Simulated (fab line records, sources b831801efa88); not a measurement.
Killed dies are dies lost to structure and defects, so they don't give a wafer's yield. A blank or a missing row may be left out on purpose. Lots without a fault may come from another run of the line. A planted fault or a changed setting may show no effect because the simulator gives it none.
fab line records | flow sky130
record lots=6 wafers=18 last_day=49
route steps=708 shown VIA3@576 PAD_OPEN@708
lots that met no fault: from a run of the same line without faults
start_h: hours from the record's first day to the start of the lot's first wafer shown | wait_h: hours since the lot's step before | " the same as in the row above | L1.1+2: a row that stands for several wafers | - no value, or no start given | * or withheld: withheld | < > ~ a bound
route shown NAME@n: a module of which the file shows steps, and the number in the route of the first | usual: mean/standard deviation of fault-free wafers | same: alike in all rows | chamber/n: place in a boat | sites: the reading at each site | _std_site: their standard deviation | _edge_site: outer sites' mean less inner sites' | radius_mm: how far each site lies from the wafer's centre | mask NAME#n: copy n | behind: the tool/chamber that last shaped the wafer | hold: why the lot was held/for how many hours/how that ended | device: the transistor (n, p or np) that didn't switch | end of line: the same wafers' tests at the end of the route | a step without rows: its recipe alone | killed: dies lost to structure and defects at the first sort, not the wafer's yield | map: a wafer's dies, x killed, . not, _ none there
set.NAME: the setting as run; set.NAME@STEP: as run at that earlier step | model.NAME: the simulator's own value behind a step, which no gauge read
lots at some steps of the route; a table a step, a row a wafer
services: from which hour (start_h, from the record's first day; less than 0 if before it) a tool's chamber was out of use, for how many hours, and why
## steps
# step SKY_VIA3_BOW_MEAS_03
# recipe mode=bow
# usual VIA3_BOW=81/7.7
# columns lot.wafer tool chamber start_h wait_h VIA3_BOW[um]
L264.2 film_metro-01 - 913.37 0.2 82
L264.3 " - " " 82
L264.4 " - " " 82
L265.2 film_metro-01 - 919.43 0.2 77
L265.4 " - " " 86
L265.6 " - " " 96
L268.1 film_metro-02 - 944.37 0.1 62
L268.3 " - " " 88
L268.5 " - " " 79
L269.1 film_metro-02 - 945.37 0.2 77
L269.4 " - " " 79
L269.5 " - " " 84
L278.1 film_metro-02 - 1024.52 0.2 86
L278.4 " - " " 88
L278.5 " - " " 84
L276.2 film_metro-03 - 1027.96 0.2 91
L276.4 " - " " 89
L276.5 " - " " 87
# step SKY_VIA3_DEHYDRATE_04
# recipe temp_c=200 time_s=60
# step SKY_VIA3_HMDS_05
# recipe prime_time_s=60 prime_temp_c=120
# step SKY_VIA3_COAT_06
# recipe resist=BARC temp_c=withheld time_s=withheld spin_rpm=3000 resist_thk_nm=60
# step SKY_VIA3_COAT_07
# recipe resist=KrF-thick spin_rpm=3000 resist_thk_nm=450
# step SKY_VIA3_SOFTBAKE_08
# recipe temp_c=100 time_s=90 resist=KrF-thick
# step SKY_VIA3_EXPOSE_09
# recipe mask_id=VIM3 na=0.8 source_shape=annular sigma_inner=0.55 sigma_outer=0.85 target_cd_nm=200 dose_mj=38
# step SKY_VIA3_PEB_10
# recipe peb_temp_c=withheld peb_time_s=withheld resist=KrF-thick
# step SKY_VIA3_DEVELOP_11
# recipe develop_time_s=60 resist=KrF-thick dev_temp_c=21
# step SKY_VIA3_CD_MEAS_12
# recipe target_cd_nm=200
# usual cd_nm=200.0/1.5
# columns lot.wafer tool chamber start_h wait_h cd_nm
L264.2 cd_sem-01 - 937.88 - 196.9
L264.3 " - " " 197.7
L264.4 " - " " 197.2
L265.2 cd_sem-02 - 943.33 - 200.4
L265.4 " - " " 201.1
L265.6 " - " " 199.3
L268.1 cd_sem-01 - 969.01 - 199.4
L268.3 " - " " 198.3
L268.5 " - " " 199.4
L269.1 cd_sem-02 - 969.75 - 198.2
L269.4 " - " " 199.0
L269.5 " - " " 199.4
L278.1 cd_sem-02 - 1047.45 - 200.9
L278.4 " - " " 202.1
L278.5 " - " " 200.8
L276.2 cd_sem-02 - 1050.48 - 198.2
L276.4 " - " " 198.3
L276.5 " - " " 199.0
# step SKY_VIA3_OVL_MEAS_13
# usual VIA3_OVL=-2/5.5
# columns lot.wafer tool chamber start_h wait_h VIA3_OVL[nm]
L264.2 overlay-01 - 937.99 0.1 -5
L264.3 " - " " -4
L264.4 " - " " -10
L265.2 overlay-02 - 943.44 0.1 2
L265.4 " - " " -6
L265.6 " - " " 4
L268.1 overlay-01 - 969.13 0.1 6
L268.3 " - " " -1
L268.5 " - " " -6
L269.1 overlay-02 - 969.87 0.1 4
L269.4 " - " " -5
L269.5 " - " " 0
L278.1 overlay-02 - 1047.57 0.1 0
L278.4 " - " " -2
L278.5 " - " " 4
L276.2 overlay-01 - 1050.59 0.1 -2
L276.4 " - " " -3
L276.5 " - " " 6
# step SKY_VIA3_ETCH_14
# recipe chemistry=N2/H2 target=BARC ion_energy_ev=200 source_w=500 bias_w=100 pressure_mtorr=30 n2_flow_sccm=100 h2_flow_sccm=200 stop_on=SiO2 time_s=45.9 target_depth_a=600
# usual bias_w=99.98/0.29 chamber_pressure_mTorr=29.999/0.027 drypump_motor_current_A=5.7/0.44 oes_product_au=0.854/0.0047 rf_fwd_power_W=493.9/2.1 throttle_valve_pct=13.224/0.0086
# columns lot.wafer tool chamber start_h wait_h bias_w chamber_pressure_mTorr drypump_motor_current_A oes_product_au rf_fwd_power_W rf_hours_counter_h throttle_valve_pct
L264.2 rie_diel-03 1 938.02 0.0 99.75 29.953 6.1 0.860 493.4 18 13.217
L264.3 " 2 " " 99.68 29.996 6.2 0.860 494.9 7 13.218
L264.4 " 3 " " 100.01 30.032 6.1 0.853 493.4 5 13.220
L265.2 rie_diel-03 3 943.47 0.0 99.69 30.016 6.1 0.860 494.0 5 13.228
L265.4 " 3 " " 99.58 30.023 6.1 0.860 494.7 - 13.231
L265.6 " 2 " " 99.62 29.968 6.2 0.844 489.1 - 13.236
L268.1 rie_diel-02 0 969.17 0.0 99.93 30.049 5.0 0.849 490.8 12 13.215
L268.3 " 1 " " 99.86 29.985 5.8 0.846 494.3 22 13.209
L268.5 " 3 " " 99.30 30.011 6.2 0.851 490.4 - 13.215
L269.1 rie_diel-03 2 969.90 0.0 100.03 30.015 6.2 0.863 493.0 8 13.232
L269.4 " 3 " " 100.36 30.021 6.1 0.857 493.4 5 13.230
L269.5 " 0 " " 99.65 30.010 5.1 0.852 494.1 - 13.221
L278.1 rie_diel-04 0 1047.60 0.0 100.32 30.046 6.0 0.858 492.0 11 13.218
L278.4 " 3 " " 100.05 29.992 6.1 0.847 496.6 24 13.225
L278.5 " 3 " " 100.30 29.987 6.1 0.858 495.6 - 13.222
L276.2 rie_diel-04 1 1050.62 0.0 100.09 30.008 5.7 0.851 495.9 11 13.230
L276.4 " 0 " " 99.95 30.005 6.0 0.855 493.8 11 13.216
L276.5 " 3 " " 99.88 30.011 6.1 0.855 496.3 - 13.224
# step SKY_VIA3_ETCH_15
# recipe target=SiO2 chemistry=C4F8/O2/Ar target_depth_nm=507 stop_on=TiN mask_material=KrF-thick source_w=1500 bias_w=1200 pressure_mtorr=40 c4f8_flow_sccm=withheld O2_flow_sccm=6 Ar_flow_sccm=300 time_s=78
# usual bias_w=1201/3.6 chamber_pressure_mTorr=40.00/0.038 oes_product_au=0.946/0.0048 rf_fwd_power_W=1486/5.9
# columns lot.wafer tool chamber start_h wait_h bias_w chamber_pressure_mTorr oes_product_au rf_fwd_power_W rf_hours_counter_h model.KrF-thick_of_VIA3_COAT_07.thk_nm
L264.2 rie_diel-03 1 938.06 0.0 1198 40.03 0.947 1494 18 289.6
L264.3 " 2 " " 1200 40.05 0.946 1478 7 290.9
L264.4 " 3 " " 1196 40.07 0.949 1493 5 290.1
L265.2 rie_diel-03 3 943.51 0.0 1200 39.98 0.942 1491 5 288.8
L265.4 " 3 " " 1200 39.98 0.942 1490 - 289.1
L265.6 " 2 " " 1202 40.03 0.947 1491 - 289.2
L268.1 rie_diel-02 0 969.21 0.0 - - - - - 390.6
L268.3 " 1 " " - - - - - 390
L268.5 " 3 " " - - - - - 390.9
L269.1 rie_diel-03 2 969.94 0.0 - - - - - 393
L269.4 " 3 " " - - - - - 390
L269.5 " 0 " " - - - - - 391
L278.1 rie_diel-04 0 1047.64 0.0 1200 39.98 0.944 1476 11 293.4
L278.4 " 3 " " 1201 39.95 0.944 1488 24 296.3
L278.5 " 3 " " 1199 40.00 0.949 1484 - 295.2
L276.2 rie_diel-04 1 1050.66 0.0 1203 40.01 0.943 1491 11 286.6
L276.4 " 0 " " 1201 40.02 0.948 1482 11 290.9
L276.5 " 3 " " 1202 40.03 0.947 1485 - 293.7
# step SKY_VIA3_STRIP_16
# recipe chemistry=O2/N2 power_w=1400 pressure_mtorr=1500 platen_temp_c=withheld o2_flow_sccm=3000 n2_flow_sccm=300 overash_fraction=0.5
# usual chamber_pressure_mTorr=1500.0/1.3 drypump_motor_current_A=5.9/0.41 oes_product_au=0.401/0.0049 strip_time_to_endpoint_s=4.12/0.04
# columns lot.wafer tool chamber start_h wait_h chamber_pressure_mTorr drypump_motor_current_A oes_product_au rf_hours_counter_h strip_time_to_endpoint_s
L264.2 plasma_asher-04 1 938.12 0.0 1502.3 5.4 0.395 18 4.11
L264.3 " 1 " " 1500.4 5.4 0.402 - 4.12
L264.4 " 0 " " 1499.3 6.0 0.404 - 4.13
L265.2 plasma_asher-04 0 943.57 0.0 1500.8 6.0 0.398 18 4.11
L265.4 " 1 " " 1498.4 5.4 0.400 - 4.11
L265.6 " 1 " " 1501.1 5.4 0.398 - 4.11
L268.1 plasma_asher-04 0 969.27 0.0 1499.1 6.1 0.448 21 5.17
L268.3 " 1 " " 1502.1 5.4 0.449 - 5.17
L268.5 " 0 " " 1499.3 6.0 0.450 - 5.18
L269.1 plasma_asher-02 0 970.00 0.0 1501.0 6.9 0.448 54 5.20
L269.4 " 1 " " 1499.0 5.7 0.445 - 5.15
L269.5 " 0 " " 1498.5 6.8 0.444 - 5.16
L278.1 plasma_asher-03 1 1047.70 0.0 1500.9 5.7 0.397 119 4.17
L278.4 " 1 " " 1500.2 5.7 0.404 - 4.19
L278.5 " 1 " " 1501.2 5.7 0.406 - 4.17
L276.2 plasma_asher-03 0 1050.72 0.0 1499.0 5.7 0.401 119 4.07
L276.4 " 0 " " 1500.2 5.7 0.406 - 4.13
L276.5 " 1 " " 1500.0 5.7 0.405 - 4.16
# step SKY_VIA3_STRIP_17
# recipe chemistry=post_etch_residue_remover time_s=1200 temp_c=72.5
# step SKY_PAD_OPEN_PROBE_99
# usual defect_limited_yield=82.4/1.9 killed_at_M0_to_M3=44/6.5 killed_at_M4_up=2.9/1.7 killed_at_contacts=24/5.7 killed_at_front_end=16/4.4 killed_at_other=0.2/0.48 killed_dies=87/9.6 killed_on_rim=17/3.8 killed_open=48/6.7 killed_short=38/6.2
# same gross_dies=492 killed_at_back_side=0
# columns lot.wafer tool chamber start_h wait_h defect_limited_yield[%] killed_at_M0_to_M3 killed_at_M4_up killed_at_contacts killed_at_front_end killed_at_other killed_dies killed_on_rim killed_open killed_short
L264.2 prober-01 - 1085.84 0.1 83.7 42 1 19 18 0 80 15 40 39
L264.3 prober-01 - 1085.89 0.2 79.9 49 1 32 17 0 99 15 59 39
L264.4 prober-01 - 1085.94 0.2 83.9 49 0 14 16 0 79 15 48 30
L265.2 prober-02 - 1088.76 0.1 84.6 43 3 20 10 0 76 20 34 42
L265.4 prober-02 - 1088.86 0.2 80.5 47 2 29 18 0 96 20 58 38
L265.6 prober-02 - 1088.96 0.2 80.5 53 2 29 11 1 96 24 54 42
L268.1 prober-02 - 1111.38 0.1 0 451 1 18 22 0 492 96 45 40
L268.3 prober-02 - 1111.48 0.2 0 443 3 28 18 0 492 96 52 44
L268.5 prober-02 - 1111.58 0.2 0 446 2 19 25 0 492 96 44 39
L269.1 prober-01 - 1111.97 0.1 0 441 3 29 18 1 492 96 53 43
L269.4 prober-01 - 1112.12 0.2 0 453 0 25 14 0 492 96 49 40
L269.5 prober-01 - 1112.17 0.2 0 444 5 23 19 1 492 96 46 43
L278.1 prober-01 - 1176.17 0.1 82.5 43 2 21 20 0 86 12 44 42
L278.4 prober-01 - 1176.32 0.2 83.7 47 2 15 16 0 80 15 43 37
L278.5 prober-01 - 1176.37 0.2 82.7 48 0 19 18 0 85 14 46 39
# killed by level:class
L264.2 VIA1:geometric_particle:open=13 FIELD_ISO:geometric_particle:short=7 VIA2:geometric_particle:open=6 POLY_GATE:geometric_particle:open=5 CONTACT:geometric_particle:open=5 CONTACT:geometric_particle:short=5 METAL2:geometric_particle:short=5 VIA3:geometric_particle:open=4
L264.3 CONTACT:geometric_particle:open=15 VIA3:geometric_particle:open=13 VIA1:geometric_particle:open=10 METAL1:geometric_particle:short=6 METAL2:geometric_particle:short=6 POLY_GATE:geometric_particle:open=5 LOCAL_INTERCONNECT:geometric_particle:short=5 LI_CONTACT:geometric_particle:open=5
L264.4 VIA2:geometric_particle:open=11 VIA3:geometric_particle:open=10 VIA1:geometric_particle:open=9 FIELD_ISO:geometric_particle:short=6 METAL2:geometric_particle:short=5 CONTACT:geometric_particle:open=5 LI_CONTACT:geometric_particle:open=4 FIELD_ISO:geometric_particle:open=3
L265.2 VIA1:geometric_particle:open=8 VIA1:geometric_particle:short=6 METAL2:geometric_particle:short=6 VIA2:geometric_particle:open=6 POLY_GATE:geometric_particle:short=5 CONTACT:geometric_particle:open=5 CONTACT:geometric_particle:short=5 LI_CONTACT:geometric_particle:short=4
L265.4 VIA1:geometric_particle:open=14 CONTACT:geometric_particle:open=12 CONTACT:geometric_particle:short=10 METAL1:geometric_particle:short=10 FIELD_ISO:geometric_particle:open=6 VIA2:geometric_particle:open=6 LI_CONTACT:geometric_particle:open=5 VIA3:geometric_particle:open=5
L265.6 VIA1:geometric_particle:open=12 CONTACT:geometric_particle:open=8 METAL1:geometric_particle:short=8 VIA2:geometric_particle:open=8 VIA3:geometric_particle:open=6 LI_CONTACT:geometric_particle:open=6 VIA1:geometric_particle:short=6 LOCAL_INTERCONNECT:geometric_particle:open=5
L268.1 VIA3:area_etch=406 VIA1:geometric_particle:open=12 LI_CONTACT:geometric_particle:open=7 METAL2:geometric_particle:short=7 VIA2:geometric_particle:open=7 CONTACT:geometric_particle:open=6 FIELD_ISO:geometric_particle:short=5 FIELD_ISO:geometric_particle:open=5
L268.3 VIA3:area_etch=395 VIA1:geometric_particle:open=10 LI_CONTACT:geometric_particle:open=9 VIA2:geometric_particle:open=8 METAL2:geometric_particle:short=8 VIA1:geometric_particle:short=8 CONTACT:geometric_particle:open=7 POLY_GATE:geometric_particle:open=5
L268.5 VIA3:area_etch=409 VIA1:geometric_particle:open=11 FIELD_ISO:geometric_particle:open=6 POLY_GATE:geometric_particle:open=6 CONTACT:geometric_particle:short=5 FIELD_ISO:geometric_particle:short=4 POLY_GATE:geometric_particle:short=4 LI_CONTACT:geometric_particle:short=4
L269.1 VIA3:area_etch=396 VIA1:geometric_particle:open=14 CONTACT:geometric_particle:open=11 LOCAL_INTERCONNECT:geometric_particle:short=8 METAL1:geometric_particle:short=7 LI_CONTACT:geometric_particle:open=6 METAL2:geometric_particle:short=6 VIA2:geometric_particle:open=5
L269.4 VIA3:area_etch=403 METAL1:geometric_particle:short=10 CONTACT:geometric_particle:open=10 VIA1:geometric_particle:open=10 LI_CONTACT:geometric_particle:open=6 VIA2:geometric_particle:open=6 CONTACT:geometric_particle:short=6 VIA1:geometric_particle:short=6
L269.5 VIA3:area_etch=402 CONTACT:geometric_particle:open=8 METAL2:geometric_particle:short=7 VIA2:geometric_particle:open=7 LI_CONTACT:geometric_particle:open=6 FIELD_ISO:geometric_particle:short=5 METAL1:geometric_particle:short=5 POLY_GATE:geometric_particle:open=5
L278.1 CONTACT:geometric_particle:open=10 FIELD_ISO:geometric_particle:open=8 METAL1:geometric_particle:short=8 VIA1:geometric_particle:open=8 CONTACT:geometric_particle:short=5 LI_CONTACT:geometric_particle:open=5 METAL2:geometric_particle:short=5 METAL3:geometric_particle:short=5
L278.4 VIA2:geometric_particle:open=9 VIA1:geometric_particle:open=7 CONTACT:geometric_particle:open=6 VIA3:geometric_particle:open=6 POLY_GATE:geometric_particle:short=5 METAL2:geometric_particle:short=5 METAL1:geometric_particle:short=5 VIA1:geometric_particle:short=5
L278.5 VIA1:geometric_particle:open=14 VIA3:geometric_particle:open=8 CONTACT:geometric_particle:open=6 VIA2:geometric_particle:short=6 POLY_GATE:geometric_particle:short=5 LI_CONTACT:geometric_particle:open=5 CONTACT:geometric_particle:short=5 VIA1:geometric_particle:short=5
# map L268.1 (x killed, . not)
__________xxxxxxxxxx_________
________xxxxxxxxxxxxxx_______
______xxxxxxxxxxxxxxxxxx_____
_____xxxxxxxxxxxxxxxxxxxx____
____xxxxxxxxxxxxxxxxxxxxxx___
___xxxxxxxxxxxxxxxxxxxxxxxx__
__xxxxxxxxxxxxxxxxxxxxxxxxxx_
_xxxxxxxxxxxxxxxxxxxxxxxxxxxx
_xxxxxxxxxxxxxxxxxxxxxxxxxxxx
_xxxxxxxxxxxxxxxxxxxxxxxxxxxx
_xxxxxxxxxxxxxxxxxxxxxxxxxxxx
_xxxxxxxxxxxxxxxxxxxxxxxxxxxx
_xxxxxxxxxxxxxxxxxxxxxxxxxxxx
_xxxxxxxxxxxxxxxxxxxxxxxxxxxx
_xxxxxxxxxxxxxxxxxxxxxxxxxxxx
__xxxxxxxxxxxxxxxxxxxxxxxxxx_
___xxxxxxxxxxxxxxxxxxxxxxxx__
____xxxxxxxxxxxxxxxxxxxxxx___
_____xxxxxxxxxxxxxxxxxxxx____
______xxxxxxxxxxxxxxxxxx_____
________xxxxxxxxxxxxxx_______
__________xxxxxxxxxx_________
# map L269.1 (x killed, . not)
__________xxxxxxxxxx_________
________xxxxxxxxxxxxxx_______
______xxxxxxxxxxxxxxxxxx_____
_____xxxxxxxxxxxxxxxxxxxx____
____xxxxxxxxxxxxxxxxxxxxxx___
___xxxxxxxxxxxxxxxxxxxxxxxx__
__xxxxxxxxxxxxxxxxxxxxxxxxxx_
_xxxxxxxxxxxxxxxxxxxxxxxxxxxx
_xxxxxxxxxxxxxxxxxxxxxxxxxxxx
_xxxxxxxxxxxxxxxxxxxxxxxxxxxx
_xxxxxxxxxxxxxxxxxxxxxxxxxxxx
_xxxxxxxxxxxxxxxxxxxxxxxxxxxx
_xxxxxxxxxxxxxxxxxxxxxxxxxxxx
_xxxxxxxxxxxxxxxxxxxxxxxxxxxx
_xxxxxxxxxxxxxxxxxxxxxxxxxxxx
__xxxxxxxxxxxxxxxxxxxxxxxxxx_
___xxxxxxxxxxxxxxxxxxxxxxxx__
____xxxxxxxxxxxxxxxxxxxxxx___
_____xxxxxxxxxxxxxxxxxxxx____
______xxxxxxxxxxxxxxxxxx_____
________xxxxxxxxxxxxxx_______
__________xxxxxxxxxx_________
## services
# columns tool chamber start_h hours kind
rie_diel-04 2 918.90 34.7 repair
rie_diel-02 1 940.50 1.5 repair
rie_diel-03 1 940.67 9.6 repair
rie_diel-02 2 955.41 14.9 repair
rie_diel-02 0 960.20 2.0 repair
rie_diel-02 0 1006.15 2.0 repair
rie_diel-03 0 1019.79 7.0 repair
plasma_asher-03 - 1025.79 4.3 pm
## key
first_sign step=SKY_VIA3_ETCH_15 reading=tool_record direction=missing
effect step=SKY_VIA3_STRIP_16 reading=strip_time_to_endpoint_s direction=up sigmas=26 usual=* struck=*
effect step=SKY_PAD_OPEN_PROBE_99 reading=killed_at_M0_to_M3 direction=up sigmas=62 usual=44 struck=446
model_effect step=SKY_VIA3_ETCH_15 value=KrF-thick_of_VIA3_COAT_07.thk_nm without=288.8 struck=390.9
more_kills_born_at SKY_VIA3_ETCH_15@rie_diel-02=1210 SKY_VIA3_ETCH_15@rie_diel-03=1201
met_at SKY_VIA3_ETCH_15
struck_wafers L268.1,L268.3,L268.5,L269.1,L269.4,L269.5
later_rows_left_out L268.1,L268.3,L268.5,L269.1,L269.4,L269.5
onset_between 943.51 969.21
fault kind=skipped_step_whole tool=rie_diel-02,rie_diel-03 chamber=- onset_h=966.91 steps=SKY_VIA3_ETCH_15 scope=struck_lots_only
# later_rows_left_out: the simulator's readings of these wafers behind a module that went badly wrong aren't trusted and aren't shown, but for the sort
